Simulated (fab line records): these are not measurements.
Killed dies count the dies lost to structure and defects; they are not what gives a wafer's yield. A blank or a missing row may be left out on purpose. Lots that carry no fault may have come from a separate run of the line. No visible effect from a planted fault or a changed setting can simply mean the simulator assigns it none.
What tool caused it? / flow sky130 / 14 lots with 42 wafers sampled at 6 steps, on a route of 708 steps

== WHAT EACH GAUGE READ, for each wafer ==
SKY_PWDE_OVL_MEAS_07.
lot=L969; measured=day 4 02:12; on=overlay-01; PWDE_OVL (nm)=-0.1 1.7 0.3
lot=L970; measured=day 4 06:06; on=overlay-01; PWDE_OVL (nm)=2.3 0.6 0.7
lot=L972; measured=day 4 21:02; on=overlay-01; PWDE_OVL (nm)=0.9 1.4 0.9
lot=L974; measured=day 5 04:46; on=overlay-01; PWDE_OVL (nm)=0.2 0.7 0.2
lot=L978; measured=day 6 03:05; on=overlay-02; PWDE_OVL (nm)=0.4 0.5 -0.4
lot=L979; measured=day 6 08:06; on=overlay-01; PWDE_OVL (nm)=1.6 1.8 0.9
lot=L980; measured=day 6 16:33; on=overlay-02; PWDE_OVL (nm)=-1.0 -0.9 -1.0
lot=L981; measured=day 6 21:45; on=overlay-02; PWDE_OVL (nm)=-1.1 -1.6 0.6
lot=L983; measured=day 7 08:53; on=overlay-01; PWDE_OVL (nm)=1.9 3.0 2.5
lot=L986; measured=day 8 02:01; on=overlay-01; PWDE_OVL (nm)=1.1 -1.0 -0.6
lot=L987; measured=day 8 07:42; on=overlay-01; PWDE_OVL (nm)=1.9 - 3.2
lot=L988; measured=day 8 11:00; on=overlay-02; PWDE_OVL (nm)=-0.1 -0.8 -0.8
lot=L990; measured=day 8 23:51; on=overlay-01; PWDE_OVL (nm)=0.7 2.1 0.8
lot=L991; measured=day 9 20:33; on=overlay-02; PWDE_OVL (nm)=-1.2 - -

SKY_PWDE_TW_MEAS_10.
lot=L969; measured=day 4 02:29; on=film-metro-02; PWDE_TW=368 370 369
lot=L970; measured=day 4 06:23; on=film-metro-04; PWDE_TW=375 377 379
lot=L972; measured=day 4 21:19; on=film-metro-04; PWDE_TW=378 375 377
lot=L974; measured=day 5 05:03; on=film-metro-02; PWDE_TW=371 369 370
lot=L978; measured=day 6 03:24; on=film-metro-04; PWDE_TW=373 376 376
lot=L979; measured=day 6 08:23; on=film-metro-03; PWDE_TW=378 377 378
lot=L980; measured=day 6 16:50; on=film-metro-02; PWDE_TW=370 369 371
lot=L981; measured=day 6 22:02; on=film-metro-02; PWDE_TW=371 370 369
lot=L983; measured=day 7 09:10; on=film-metro-03; PWDE_TW=376 376 376
lot=L986; measured=day 8 02:18; on=film-metro-03; PWDE_TW=376 378 378
lot=L987; measured=day 8 07:59; on=film-metro-02; PWDE_TW=368 30 369
lot=L988; measured=day 8 11:17; on=film-metro-03; PWDE_TW=378 379 378
lot=L990; measured=day 9 00:08; on=film-metro-03; PWDE_TW=374 374 376
lot=L991; measured=day 9 20:50; on=film-metro-03; PWDE_TW=375 30 30

SKY_NWELL_OVL_MEAS_10.
lot=L969; measured=day 4 19:30; on=overlay-01; NWELL_00_OVL (nm)=2.5 1.4 2.1
lot=L970; measured=day 4 23:19; on=overlay-01; NWELL_00_OVL (nm)=0.7 0.6 1.7
lot=L972; measured=day 5 15:33; on=overlay-02; NWELL_00_OVL (nm)=1.8 2.7 1.3
lot=L974; measured=day 5 23:17; on=overlay-01; NWELL_00_OVL (nm)=2.6 0.5 1.4
lot=L978; measured=day 6 21:25; on=overlay-02; NWELL_00_OVL (nm)=-1.7 -1.2 -1.5
lot=L979; measured=day 7 03:26; on=overlay-01; NWELL_00_OVL (nm)=-1.9 -1.1 -0.1
lot=L980; measured=day 7 11:45; on=overlay-01; NWELL_00_OVL (nm)=2.3 1.4 1.0
lot=L981; measured=day 7 17:03; on=overlay-02; NWELL_00_OVL (nm)=-2.0 -1.9 -1.6
lot=L983; measured=day 8 04:15; on=overlay-02; NWELL_00_OVL (nm)=-2.4 -2.8 -2.1
lot=L986; measured=day 8 22:17; on=overlay-01; NWELL_00_OVL (nm)=-0.3 -0.1 0.3
lot=L987; measured=day 9 04:41; on=overlay-01; NWELL_00_OVL (nm)=-0.4 -2.1 0.6
lot=L988; measured=day 9 08:32; on=overlay-01; NWELL_00_OVL (nm)=-2.5 -2.0 -3.4
lot=L990; measured=day 9 20:55; on=overlay-01; NWELL_00_OVL (nm)=0.9 0.5 0.7
lot=L991; measured=day 10 19:48; on=overlay-02; NWELL_00_OVL (nm)=-0.6 -0.7 -1.4

== TOOL THAT RAN EACH LOT (tool first, then ch and the chambers of the sampled wafers, then the start) ==
lot=L969; SKY_DNWELL_STRIP_08=plasma-asher-02 ch 0,1, day 3 10:05; SKY_PWDE_DEVELOP_06=litho-track-02 ch 0, day 4 02:00; SKY_PWDE_STRIP_09=plasma-asher-02 ch 0, day 4 02:23
lot=L970; SKY_DNWELL_STRIP_08=plasma-asher-02 ch 1, day 3 13:20; SKY_PWDE_DEVELOP_06=litho-track-02 ch 0, day 4 05:00; SKY_PWDE_STRIP_09=plasma-asher-01 ch 0,1, day 4 06:17
lot=L972; SKY_DNWELL_STRIP_08=plasma-asher-02 ch 0,1, day 4 03:59; SKY_PWDE_DEVELOP_06=litho-track-01 ch 0, day 4 20:00; SKY_PWDE_STRIP_09=plasma-asher-03 ch 0,1, day 4 21:13
lot=L974; SKY_DNWELL_STRIP_08=plasma-asher-04 ch 0,1, day 4 11:59; SKY_PWDE_DEVELOP_06=litho-track-02 ch 0, day 5 04:00; SKY_PWDE_STRIP_09=plasma-asher-02 ch 0,1, day 5 04:56
lot=L978; SKY_DNWELL_STRIP_08=plasma-asher-02 ch 0,1, day 5 08:56; SKY_PWDE_DEVELOP_06=litho-track-01 ch 0, day 6 02:00; SKY_PWDE_STRIP_09=plasma-asher-03 ch 1, day 6 03:16
lot=L979; SKY_DNWELL_STRIP_08=plasma-asher-04 ch 0,1, day 5 13:50; SKY_PWDE_DEVELOP_06=litho-track-03 ch 0, day 6 07:00; SKY_PWDE_STRIP_09=plasma-asher-02 ch 0, day 6 08:17
lot=L980; SKY_DNWELL_STRIP_08=plasma-asher-04 ch 0,1, day 5 21:49; SKY_PWDE_DEVELOP_06=litho-track-01 ch 0, day 6 16:00; SKY_PWDE_STRIP_09=plasma-asher-01 ch 0,1, day 6 16:46
lot=L981; SKY_DNWELL_STRIP_08=plasma-asher-04 ch 0,1, day 6 03:45; SKY_PWDE_DEVELOP_06=litho-track-02 ch 0, day 6 21:00; SKY_PWDE_STRIP_09=plasma-asher-02 ch 0,1, day 6 21:56
lot=L983; SKY_DNWELL_STRIP_08=plasma-asher-02 ch 0,1, day 6 13:23; SKY_PWDE_DEVELOP_06=litho-track-01 ch 0, day 7 08:00; SKY_PWDE_STRIP_09=plasma-asher-03 ch 0,1, day 7 09:04
lot=L986; SKY_DNWELL_STRIP_08=plasma-asher-04 ch 0,1, day 7 06:56; SKY_PWDE_DEVELOP_06=litho-track-02 ch 0, day 8 01:00; SKY_PWDE_STRIP_09=plasma-asher-03 ch 1, day 8 02:11
lot=L987; SKY_DNWELL_STRIP_08=plasma-asher-02 ch 0,1, day 7 13:32; SKY_PWDE_DEVELOP_06=litho-track-02 ch 0, day 8 07:00; SKY_PWDE_STRIP_09=plasma-asher-02 ch 0,1, day 8 07:53
lot=L988; SKY_DNWELL_STRIP_08=plasma-asher-03 ch 0,1, day 7 16:32; SKY_PWDE_DEVELOP_06=litho-track-03 ch 0, day 8 10:00; SKY_PWDE_STRIP_09=plasma-asher-03 ch 0,1, day 8 11:11
lot=L990; SKY_DNWELL_STRIP_08=plasma-asher-03 ch 1, day 8 03:23; SKY_PWDE_DEVELOP_06=litho-track-03 ch 0, day 8 23:00; SKY_PWDE_STRIP_09=plasma-asher-01 ch 0, day 9 00:02
lot=L991; SKY_DNWELL_STRIP_08=plasma-asher-03 ch 1, day 8 23:59; SKY_PWDE_DEVELOP_06=litho-track-02 ch 0, day 9 20:00; SKY_PWDE_STRIP_09=plasma-asher-01 ch 0,1, day 9 20:44
- SKY_DNWELL_STRIP_08: strips in O2/N2.
- SKY_PWDE_DEVELOP_06: develop time 60 s.
- SKY_PWDE_STRIP_09: strips in O2/N2.

== AS READ BY THE TOOLS THEMSELVES (means over the sampled wafers that have a number; for cases with no such wafer, the mark the record gives instead) ==
SKY_DNWELL_STRIP_08.
lot=L969; tool=plasma-asher-02; drypump-motor-current-A (A)=5.5; oes-product-au (a.u.)=0.720; strip-time-to-endpoint-s (s)=36.80
lot=L970; tool=plasma-asher-02; drypump-motor-current-A (A)=5.1; oes-product-au (a.u.)=0.727; strip-time-to-endpoint-s (s)=37.04
lot=L972; tool=plasma-asher-02; drypump-motor-current-A (A)=5.5; oes-product-au (a.u.)=0.721; strip-time-to-endpoint-s (s)=37.04
lot=L974; tool=plasma-asher-04; drypump-motor-current-A (A)=5.1; oes-product-au (a.u.)=0.717; strip-time-to-endpoint-s (s)=36.82
lot=L978; tool=plasma-asher-02; drypump-motor-current-A (A)=5.5; oes-product-au (a.u.)=0.725; strip-time-to-endpoint-s (s)=36.85
lot=L979; tool=plasma-asher-04; drypump-motor-current-A (A)=5.1; oes-product-au (a.u.)=0.724; strip-time-to-endpoint-s (s)=36.83
lot=L980; tool=plasma-asher-04; drypump-motor-current-A (A)=5.2; oes-product-au (a.u.)=0.726; strip-time-to-endpoint-s (s)=36.97
lot=L981; tool=plasma-asher-04; drypump-motor-current-A (A)=5.2; oes-product-au (a.u.)=0.727; strip-time-to-endpoint-s (s)=36.95
lot=L983; tool=plasma-asher-02; drypump-motor-current-A (A)=5.9; oes-product-au (a.u.)=0.727; strip-time-to-endpoint-s (s)=36.81
lot=L986; tool=plasma-asher-04; drypump-motor-current-A (A)=5.2; oes-product-au (a.u.)=0.723; strip-time-to-endpoint-s (s)=36.83
lot=L987; tool=plasma-asher-02; drypump-motor-current-A (A)=5.8; oes-product-au (a.u.)=0.722; strip-time-to-endpoint-s (s)=36.85
lot=L988; tool=plasma-asher-03; drypump-motor-current-A (A)=5.7; oes-product-au (a.u.)=0.723; strip-time-to-endpoint-s (s)=36.89
lot=L990; tool=plasma-asher-03; drypump-motor-current-A (A)=5.6; oes-product-au (a.u.)=0.722; strip-time-to-endpoint-s (s)=36.89
lot=L991; tool=plasma-asher-03; drypump-motor-current-A (A)=5.6; oes-product-au (a.u.)=0.725; strip-time-to-endpoint-s (s)=36.96

SKY_PWDE_STRIP_09.
lot=L969; tool=plasma-asher-02; drypump-motor-current-A (A)=6.3; oes-product-au (a.u.)=0.718; strip-time-to-endpoint-s (s)=36.75
lot=L970; tool=plasma-asher-01; drypump-motor-current-A (A)=5.9; oes-product-au (a.u.)=0.720; strip-time-to-endpoint-s (s)=36.88
lot=L972; tool=plasma-asher-03; drypump-motor-current-A (A)=5.6; oes-product-au (a.u.)=0.724; strip-time-to-endpoint-s (s)=37.00
lot=L974; tool=plasma-asher-02; drypump-motor-current-A (A)=5.8; oes-product-au (a.u.)=0.723; strip-time-to-endpoint-s (s)=37.04
lot=L978; tool=plasma-asher-03; drypump-motor-current-A (A)=5.6; oes-product-au (a.u.)=0.722; strip-time-to-endpoint-s (s)=36.83
lot=L979; tool=plasma-asher-02; drypump-motor-current-A (A)=6.3; oes-product-au (a.u.)=0.727; strip-time-to-endpoint-s (s)=36.69
lot=L980; tool=plasma-asher-01; drypump-motor-current-A (A)=5.6; oes-product-au (a.u.)=0.723; strip-time-to-endpoint-s (s)=37.05
lot=L981; tool=plasma-asher-02; drypump-motor-current-A (A)=5.9; oes-product-au (a.u.)=0.725; strip-time-to-endpoint-s (s)=36.88
lot=L983; tool=plasma-asher-03; drypump-motor-current-A (A)=5.7; oes-product-au (a.u.)=0.724; strip-time-to-endpoint-s (s)=36.83
lot=L986; tool=plasma-asher-03; drypump-motor-current-A (A)=5.6; oes-product-au (a.u.)=0.724; strip-time-to-endpoint-s (s)=36.86
lot=L987; tool=plasma-asher-02; drypump-motor-current-A (A)=5.9; oes-product-au (a.u.)=0.718; strip-time-to-endpoint-s (s)=36.92
lot=L988; tool=plasma-asher-03; drypump-motor-current-A (A)=5.7; oes-product-au (a.u.)=0.721; strip-time-to-endpoint-s (s)=37.01
lot=L990; tool=plasma-asher-01; drypump-motor-current-A (A)=5.3; oes-product-au (a.u.)=0.718; strip-time-to-endpoint-s (s)=37.04
lot=L991; tool=plasma-asher-01; drypump-motor-current-A (A)=5.6; oes-product-au (a.u.)=0.721; strip-time-to-endpoint-s (s)=36.96

== THE ANSWER, worked out from the rows above alone ==
Rule: what is usual is taken from the lots themselves. The widest of any qualifying gaps counts: lots, ordered by their means at a reading, are off when they make up no more than a third of the lots, leave a main group of 4 or more, and stand apart from it by 3 or more times the standard deviation of that group's means. The tables above print the reading to a certain number of digits; a main group whose means all agree to those digits is not used. A lot without any number at a reading at which 4 lots or more have one is off too. Where the step has rows for the other lots, those lots are counted as sound. Order of review: gauges by route order, followed by the tools' own readings, for which a lot's mean as printed above is used. At the first step where some lot is off, the reading lying furthest off is the one used; lots without a number count as furthest.
Off: at SKY_PWDE_TW_MEAS_10 (PWDE_TW), L987, L991. Mean 374 and standard deviation 3.4 in the main group.
A tool fits if, at a process step before that reading, it ran every lot that is off, and no sound lot after the first of them. The gauges at SKY_PWDE_TW_MEAS_10 are tried like those tools. One fits: SKY_PWDE_DEVELOP_06 on litho-track-02. Its last sound lot is L986 (day 8 01:00), its first lot that is off L987 (day 8 07:00): a fault that began between those two fits.

== WHAT THE SIMULATOR HAD PUT IN ==
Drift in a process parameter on litho-track-02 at SKY_PWDE_DEVELOP_06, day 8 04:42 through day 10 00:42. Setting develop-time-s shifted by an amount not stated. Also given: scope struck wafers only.
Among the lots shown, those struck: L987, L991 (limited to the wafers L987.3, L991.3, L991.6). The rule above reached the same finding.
